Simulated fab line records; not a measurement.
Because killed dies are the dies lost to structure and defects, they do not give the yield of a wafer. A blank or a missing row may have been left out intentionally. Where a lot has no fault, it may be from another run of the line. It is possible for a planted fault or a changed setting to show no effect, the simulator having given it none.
fab line records	flow sky130
record: lots: 13	wafers: 38	lastDay: 50
route steps=708 shown SD_P@328 RES_XHIGH@341 SD_N@348 LI_CONTACT@365 PAD_OPEN@708
lots that met no fault: taken from a fault-free run of the same line
startH: hours from the record's opening day to when the first of the lot's shown wafers began	waitH: hours elapsed since this lot's preceding step	" as in the row above	L1.1+2: a single row standing in for several wafers	- no value, or no start was given	* or withheld: withheld	< > ~ a bound
route shown NAME@n: names a module that has steps shown in the file, with the first one's number in the route	usual: the fault-free wafers' mean and standard deviation	same: alike in all rows	chamber/n: place in a boat	sites: readings site by site	_std_site: the values' standard deviation	_edge_site: the outer-site mean with the inner-site mean subtracted	radiusMm: how far each site lies from the wafer's centre	mask NAME#n: copy n	behind: the most recent tool/chamber to have shaped the wafer	hold: reason for holding the lot/hours on hold/outcome of the hold	device: which transistor (n, p or np) failed to switch	end of line: tests of these same wafers at the route's end	for a step that has no rows: nothing shown but its recipe	killed: at the first sort, the dies lost to defects and structure; wafer yield is something else	map: per-die view of a wafer (x killed, . not killed, _ where there is no die)
set.NAME: setting as actually run; set.NAME@STEP: the setting as run at that earlier step	model.NAME: the simulator's own value behind a step, which no gauge read
one table for each step of the route and one row for each wafer, over a sample of lots
services: when a tool's chamber went out of use (startH, in hours from the record's first day, below 0 if earlier), for how many hours, and the reason
== steps ==
step: SKY_SD_P_OVL_MEAS_08
usual: SD_P_OVL: -0.2/1.5
lot.wafer	tool	chamber	startH	waitH	SD_P_OVL[nm]
L744.1	overlay-02	-	577.44	0.1	1.9
L744.4	"	-	"	"	-1.8
L744.5	"	-	"	"	-0.9
L745.2	overlay-02	-	596.34	0.1	-0.2
L745.3	"	-	"	"	-0.6
L745.4	"	-	"	"	0.3
L746.1	overlay-02	-	613.68	0.1	1.2
L746.2	"	-	"	"	1.4
L746.6	"	-	"	"	3.3
L747.4	overlay-02	-	618.81	0.1	0.3
L747.5	"	-	"	"	-2.4
L747.6	"	-	"	"	-2.2
L749.1	overlay-02	-	634.63	0.1	-2.1
L749.3	"	-	"	"	-3.9
L749.6	"	-	"	"	-3.9
L750.1	overlay-02	-	646.13	0.1	-1.2
L750.4	"	-	"	"	-0.3
L750.6	"	-	"	"	0.2
L751.2	overlay-01	-	653.40	0.1	1.5
L751.5	"	-	"	"	1.5
L751.6	"	-	"	"	1.4
L752.1	overlay-01	-	660.88	0.1	0.2
L752.3	"	-	"	"	-0.5
L752.5	"	-	"	"	0.6
L753.2	overlay-02	-	664.04	0.1	-1.7
L753.3	"	-	"	"	1.1
L753.5	"	-	"	"	-1.9
L761.1	overlay-02	-	734.79	0.1	-0.9
L761.2	"	-	"	"	1.6
L763.1	overlay-02	-	763.63	0.1	-0.1
L763.2	"	-	"	"	-2.4
L763.6	"	-	"	"	-2.2
L765.2	overlay-02	-	767.03	0.1	2.5
L765.5	"	-	"	"	2.1
L765.6	"	-	"	"	0.7
L767.2	overlay-01	-	780.58	0.1	0.0
L767.4	"	-	"	"	0.0
L767.5	"	-	"	"	0.0
step: SKY_RES_XHIGH_TW_MEAS_09
usual: RES_XHIGH_TW: 1628/25
lot.wafer	tool	chamber	startH	waitH	RES_XHIGH_TW
L744.1	filmMetro-02	-	606.52	0.1	1618
L744.4	"	-	"	"	1621
L744.5	"	-	"	"	1630
L745.2	filmMetro-04	-	625.88	0.1	1593
L745.3	"	-	"	"	1592
L745.4	"	-	"	"	1599
L746.1	filmMetro-01	-	642.93	0.1	1660
L746.2	"	-	"	"	1653
L746.6	"	-	"	"	1655
L747.4	filmMetro-04	-	648.05	0.1	1615
L747.5	"	-	"	"	1602
L747.6	"	-	"	"	1608
L749.1	filmMetro-02	-	663.53	0.1	1627
L749.3	"	-	"	"	1621
L749.6	"	-	"	"	1632
L750.1	filmMetro-02	-	674.47	0.1	1619
L750.4	"	-	"	"	1614
L750.6	"	-	"	"	1632
L751.2	filmMetro-01	-	681.83	0.1	1654
L751.5	"	-	"	"	1663
L751.6	"	-	"	"	1664
L752.1	filmMetro-04	-	689.63	0.1	1612
L752.3	"	-	"	"	1613
L752.5	"	-	"	"	1605
L753.2	filmMetro-01	-	692.73	0.1	1660
L753.3	"	-	"	"	1664
L753.5	"	-	"	"	1653
L761.1	filmMetro-01	-	761.77	0.1	1641
L761.2	"	-	"	"	1651
L763.1	filmMetro-02	-	789.77	0.1	1617
L763.2	"	-	"	"	1609
L763.6	"	-	"	"	1615
L765.2	filmMetro-04	-	793.93	0.1	1600
L765.5	"	-	"	"	1604
L765.6	"	-	"	"	1600
L767.2	filmMetro-04	-	807.73	0.1	1608
L767.4	"	-	"	"	1601
L767.5	"	-	"	"	1602
step: SKY_SD_N_DEVELOP_06
recipe: resist: NOVOLAK	developer: TMAH	developTimeS: 60	devTempC: 23
usual: exhaustPa: 44.9/0.75
lot.wafer	tool	chamber	startH	waitH	exhaustPa
L744.1	lithoTrack-03	0	634.78	0.1	45.0
L744.4	"	0	"	"	45.2
L744.5	"	0	"	"	45.3
L745.2	lithoTrack-04	0	654.13	0.1	44.6
L745.3	"	0	"	"	45.2
L745.4	"	0	"	"	45.7
L746.1	lithoTrack-03	0	670.38	0.1	44.2
L746.2	"	0	"	"	44.5
L746.6	"	0	"	"	43.6
L747.4	lithoTrack-03	0	676.61	0.1	45.0
L747.5	"	0	"	"	45.8
L747.6	"	0	"	"	45.0
L749.1	lithoTrack-02	0	690.77	0.1	44.6
L749.3	"	0	"	"	43.6
L749.6	"	0	"	"	44.6
L750.1	lithoTrack-03	0	702.53	0.1	44.5
L750.4	"	0	"	"	44.6
L750.6	"	0	"	"	45.3
L751.2	lithoTrack-03	0	708.01	0.1	44.2
L751.5	"	0	"	"	42.5
L751.6	"	0	"	"	43.9
L752.1	lithoTrack-04	0	715.36	0.1	44.3
L752.3	"	0	"	"	45.3
L752.5	"	0	"	"	44.8
L753.2	lithoTrack-04	0	717.78	0.1	44.3
L753.3	"	0	"	"	44.7
L753.5	"	0	"	"	44.8
L761.1	lithoTrack-04	0	787.51	0.1	45.2
L761.2	"	0	"	"	44.8
L763.1	lithoTrack-02	0	816.72	0.1	44.7
L763.2	"	0	"	"	43.5
L763.6	"	0	"	"	43.8
L765.2	lithoTrack-03	0	820.56	0.1	44.2
L765.5	"	0	"	"	45.4
L765.6	"	0	"	"	45.6
L767.2	lithoTrack-03	0	834.26	0.1	44.3
L767.4	"	0	"	"	44.2
L767.5	"	0	"	"	43.1
step: SKY_SD_N_CD_MEAS_07
recipe: targetCdNm: 380
usual: cdNm: 380.5/2.2
lot.wafer	tool	chamber	startH	waitH	cdNm
L744.1	cdSem-01	-	634.93	0.1	377.8
L744.4	"	-	"	"	377.7
L744.5	"	-	"	"	377.7
L745.2	cdSem-02	-	654.28	0.1	381.8
L745.3	"	-	"	"	383.0
L745.4	"	-	"	"	383.3
L746.1	cdSem-01	-	670.53	0.1	382.1
L746.2	"	-	"	"	380.6
L746.6	"	-	"	"	382.0
L747.4	cdSem-02	-	676.74	0.1	381.8
L747.5	"	-	"	"	381.9
L747.6	"	-	"	"	381.1
L749.1	cdSem-02	-	690.92	0.1	381.4
L749.3	"	-	"	"	381.1
L749.6	"	-	"	"	382.0
L750.1	cdSem-02	-	702.74	0.2	382.0
L750.4	"	-	"	"	382.9
L750.6	"	-	"	"	385.3
L751.2	cdSem-02	-	708.15	0.1	377.5
L751.5	"	-	"	"	375.0
L751.6	"	-	"	"	377.1
L752.1	cdSem-02	-	715.51	0.1	379.4
L752.3	"	-	"	"	379.7
L752.5	"	-	"	"	381.1
L753.2	cdSem-01	-	717.93	0.1	379.0
L753.3	"	-	"	"	380.9
L753.5	"	-	"	"	380.2
L761.1	cdSem-02	-	787.66	0.1	226.8
L761.2	"	-	"	"	379.3
L763.1	cdSem-01	-	816.87	0.1	379.5
L763.2	"	-	"	"	378.9
L763.6	"	-	"	"	379.8
L765.2	cdSem-02	-	820.70	0.1	382.5
L765.5	"	-	"	"	382.2
L765.6	"	-	"	"	383.1
L767.2	cdSem-02	-	834.40	0.1	384.5
L767.4	"	-	"	"	383.8
L767.5	"	-	"	"	382.2
step: SKY_LI_CONTACT_BOW_MEAS_03
recipe: mode: bow
usual: LI_CONTACT_BOW: 54/7.4
lot.wafer	tool	chamber	startH	waitH	LI_CONTACT_BOW[um]
L744.1	filmMetro-04	-	636.61	0.1	63
L744.4	"	-	"	"	56
L744.5	"	-	"	"	52
L745.2	filmMetro-01	-	655.95	0.2	46
L745.3	"	-	"	"	41
L745.4	"	-	"	"	49
L746.1	filmMetro-02	-	672.21	0.1	46
L746.2	"	-	"	"	54
L746.6	"	-	"	"	46
L747.4	filmMetro-01	-	678.42	0.2	57
L747.5	"	-	"	"	53
L747.6	"	-	"	"	61
L749.1	filmMetro-02	-	692.60	0.1	69
L749.3	"	-	"	"	64
L749.6	"	-	"	"	59
L750.1	filmMetro-01	-	704.48	0.1	48
L750.4	"	-	"	"	67
L750.6	"	-	"	"	57
L751.2	filmMetro-02	-	709.83	0.2	53
L751.5	"	-	"	"	49
L751.6	"	-	"	"	52
L752.1	filmMetro-01	-	717.19	0.2	71
L752.3	"	-	"	"	54
L752.5	"	-	"	"	53
L753.2	filmMetro-01	-	719.61	0.1	54
L753.3	"	-	"	"	58
L753.5	"	-	"	"	38
L761.1	filmMetro-04	-	789.62	0.2	61
L761.2	"	-	"	"	67
L763.1	filmMetro-04	-	818.55	0.1	50
L763.2	"	-	"	"	56
L763.6	"	-	"	"	36
L765.2	filmMetro-02	-	822.39	0.3	71
L765.5	"	-	"	"	46
L765.6	"	-	"	"	61
L767.2	filmMetro-02	-	836.08	0.3	50
L767.4	"	-	"	"	57
L767.5	"	-	"	"	63
step: SKY_PAD_OPEN_PROBE_99
usual: killed_at_M0_to_M3: 45/6.8	killed_at_M4_up: 3.2/1.6	killedAtContacts: 24/5.1	killedAtFrontEnd: 14/4.4	killedAtOther: 0.4/0.65	killedDies: 87/8.8	killedOpen: 47/7.2	killedShort: 39/6.1
same: grossDies: 492	killedAtBackSide: 0
lot.wafer	tool	chamber	startH	waitH	killed_at_M0_to_M3	killed_at_M4_up	killedAtContacts	killedAtFrontEnd	killedAtOther	killedDies	killedOpen	killedShort
L745.2	prober-01	-	1079.99	0.1	36	4	25	13	1	79	37	42
L745.3	prober-01	-	1080.04	0.2	45	2	20	18	0	85	49	36
L745.4	prober-01	-	1080.09	0.2	36	2	30	18	1	87	52	35
L750.1	prober-02	-	1114.84	0.1	49	5	25	9	1	89	48	40
L750.4	prober-02	-	1114.99	0.2	42	2	27	11	0	82	48	33
L750.6	prober-02	-	1115.09	0.2	38	3	32	11	0	84	50	34
L753.2	prober-01	-	1126.39	0.1	52	0	21	11	0	84	46	38
L753.3	prober-01	-	1126.44	0.2	41	3	19	6	1	70	41	29
L753.5	prober-01	-	1126.54	0.2	46	4	23	12	2	87	52	35
L765.2	prober-01	-	1197.14	0.1	44	7	23	10	2	86	48	38
L765.5	prober-01	-	1197.29	0.2	45	3	25	17	0	90	49	41
L765.6	prober-01	-	1197.34	0.2	39	2	19	10	1	71	39	32
killed by level:class
L745.2 CONTACT:geometricParticle:open=9 VIA1:geometricParticle:open=8 FIELD_ISO:geometricParticle:short=7 VIA2:geometricParticle:open=7 METAL1:geometricParticle:short=5 METAL2:geometricParticle:short=5 LI_CONTACT:geometricParticle:open=4 CONTACT:geometricParticle:short=4
L745.3 VIA1:geometricParticle:open=9 CONTACT:geometricParticle:open=7 METAL2:geometricParticle:short=7 VIA3:geometricParticle:open=7 LI_CONTACT:geometricParticle:open=6 VIA1:geometricParticle:short=6 FIELD_ISO:geometricParticle:open=5 FIELD_ISO:geometricParticle:short=4
L745.4 LI_CONTACT:geometricParticle:open=10 CONTACT:geometricParticle:open=10 VIA1:geometricParticle:open=9 VIA2:geometricParticle:open=8 FIELD_ISO:geometricParticle:open=6 METAL2:geometricParticle:short=6 FIELD_ISO:geometricParticle:short=5 CONTACT:geometricParticle:short=5
L750.1 VIA1:geometricParticle:open=10 METAL1:geometricParticle:short=9 LI_CONTACT:geometricParticle:open=8 CONTACT:geometricParticle:open=8 VIA2:geometricParticle:open=7 CONTACT:geometricParticle:short=6 METAL2:geometricParticle:short=6 VIA3:geometricParticle:open=5
L750.4 CONTACT:geometricParticle:open=13 VIA2:geometricParticle:open=9 METAL1:geometricParticle:short=8 VIA3:geometricParticle:open=7 METAL2:geometricParticle:short=6 LI_CONTACT:geometricParticle:open=4 CONTACT:geometricParticle:short=4 VIA1:geometricParticle:open=4
L750.6 CONTACT:geometricParticle:open=9 VIA1:geometricParticle:open=9 LI_CONTACT:geometricParticle:open=9 METAL1:geometricParticle:short=7 VIA2:geometricParticle:open=5 VIA3:geometricParticle:open=5 VIA2:geometricParticle:short=4 LOCAL_INTERCONNECT:geometricParticle:open=4
L753.2 VIA1:geometricParticle:open=12 VIA2:geometricParticle:open=10 CONTACT:geometricParticle:open=9 VIA1:geometricParticle:short=5 VIA3:geometricParticle:open=5 LI_CONTACT:geometricParticle:open=4 METAL2:geometricParticle:short=4 VIA2:geometricParticle:short=4
L753.3 VIA2:geometricParticle:open=10 VIA1:geometricParticle:open=8 CONTACT:geometricParticle:open=7 VIA3:geometricParticle:open=6 METAL1:geometricParticle:short=4 LOCAL_INTERCONNECT:geometricParticle:short=4 FIELD_ISO:geometricParticle:open=3 LI_CONTACT:geometricParticle:open=3
L753.5 VIA2:geometricParticle:open=11 CONTACT:geometricParticle:open=11 VIA3:geometricParticle:open=8 VIA1:geometricParticle:open=6 VIA1:geometricParticle:short=6 LI_CONTACT:geometricParticle:open=5 POLY_GATE:geometricParticle:open=4 FIELD_ISO:geometricParticle:short=3
L765.2 VIA1:geometricParticle:open=15 CONTACT:geometricParticle:open=8 VIA2:geometricParticle:open=6 LI_CONTACT:geometricParticle:open=5 VIA1:geometricParticle:short=5 METAL4:geometricParticle:short=5 LOCAL_INTERCONNECT:geometricParticle:short=4 CONTACT:geometricParticle:short=4
L765.5 VIA1:geometricParticle:open=12 LI_CONTACT:geometricParticle:open=9 FIELD_ISO:geometricParticle:short=7 VIA3:geometricParticle:open=7 VIA1:geometricParticle:short=7 VIA3:geometricParticle:short=6 CONTACT:geometricParticle:short=5 VIA2:geometricParticle:open=5
L765.6 METAL1:geometricParticle:short=10 CONTACT:geometricParticle:open=9 VIA1:geometricParticle:open=9 VIA3:geometricParticle:open=7 VIA2:geometricParticle:open=5 FIELD_ISO:geometricParticle:open=4 METAL2:geometricParticle:short=3 LI_CONTACT:geometricParticle:open=3
== services ==
tool	chamber	startH	hours	kind
lithoTrack-02	-	630.12	-	consumableReplace:filter
lithoTrack-04	-	655.55	-	consumableReplace:filter
== key ==
firstSign: step: SKY_SD_N_CD_MEAS_07	reading: cdNm	direction: down	sigmas: 69	usual: 380.5	struck: 226.8
effect none on later readings
metAt SKY_SD_N_DEVELOP_06
struckLots L761
struckWafers L761.1
testerLeftOut L761
notActingAt SKY_SD_P_OVL_MEAS_08,SKY_RES_XHIGH_TW_MEAS_09,SKY_LI_CONTACT_BOW_MEAS_03
onsetBetween 717.78 787.51
fault: kind: processParameterDrift	tool: lithoTrack-04	chamber: -	onsetH: 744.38	steps: SKY_SD_N_DEVELOP_06	channel: developTimeS	offset: *	shape: step	endH: 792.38	scope: struckWafersOnly	actsIn: *	stated: *
testerLeftOut: of these lots the tester's yield and bins aren't shown, on N5 and GAA mostly nor the transistor test; their killed dies are dies lost to structure and defects alone, not to doping, threshold or leakage, so they don't give the yield
